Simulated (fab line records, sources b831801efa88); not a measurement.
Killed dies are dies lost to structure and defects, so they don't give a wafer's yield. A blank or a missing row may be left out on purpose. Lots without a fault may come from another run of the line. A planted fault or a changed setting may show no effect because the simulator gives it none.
Problem report in the 8D (eight disciplines) form, filled by code | flow sky130 | the parts of the form that need people (team, actions taken, sign-off) are left out

1. THE PROBLEM
bias_w at SKY_VIA2_ETCH_14 reads a mean of 103.8 W on 6 wafers of 2 lots; wafers without a fault read 100.1 W with a standard deviation of 0.32. That is +12 standard deviations from the usual mean.
The step: etches BARC in N2/H2, stops on SiO2, time 45.9 s, target depth 60 nm.
First seen on wafer L322.2, day 39 16:39, on rie_diel-02. The record holds 36 wafers of 12 lots with a number at this step. Rule for "out", or "out of limits": more than 4 standard deviations from the usual mean. The other wafers with a number count as sound.

2. WHAT IT IS AND WHAT IT IS NOT
question                    | is                     | is not
which readings at this step | bias_w                 | drypump_motor_current_A, oes_product_au, rf_fwd_power_W, throttle_valve_pct
which lots                  | L322, L323             | L313, L314, L315, L317, L319, L329, L331, L333, L334, L335
which wafers of those lots  | all that have a number | -
read on which tools         | rie_diel-02            | rie_diel-03, rie_diel-04
when                        | from day 39 16:39      | up to then (15 sound wafers); but 15 sound wafers of L329, L331, L333, L334, L335 came after

3. SUSPECTS, AND WHAT RULES EACH OUT
Counting: a tool at a process step up to the reading stays a suspect if it ran every lot that is out and no sound lot after the first of them.
- rie_diel-02 at SKY_VIA2_ETCH_14 (etches BARC in N2/H2, stops on SiO2, time 45.9 s, target depth 60 nm): ruled out as a lasting fault. Sound lots L331, L333, L335 ran on it after its first lot that is out, L322 (day 39 16:39).
Left after counting: nothing in the record.

4. THE CAUSE (what the simulator had put in)
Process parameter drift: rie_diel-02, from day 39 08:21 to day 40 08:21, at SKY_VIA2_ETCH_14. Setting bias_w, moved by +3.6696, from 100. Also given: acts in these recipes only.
Counting ruled it out, wrongly.

5. THE CHAIN OF EFFECTS, in route order
Each row: a reading whose mean over the struck wafers that have a number lies more than 3 standard deviations from the usual. Only readings for which the record gives a usual standard deviation are gone through. hours: the time from each lot's start at the first step in this table that gives one to its start at this step, as a median over the lots. sigmas: the change in usual standard deviations.
hours | step             | reading | usual   | on struck wafers | change | sigmas
0     | SKY_VIA2_ETCH_14 | bias_w  | 100.1 W | 103.8            | +3.8   | +12
The process steps in it:
- SKY_VIA2_ETCH_14: etches BARC in N2/H2, stops on SiO2, time 45.9 s, target depth 60 nm.

6. WHAT WOULD HAVE CAUGHT IT SOONER
In this record the first reading out of limits was taken at day 39 16:39, 8 hours after the fault began at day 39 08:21.
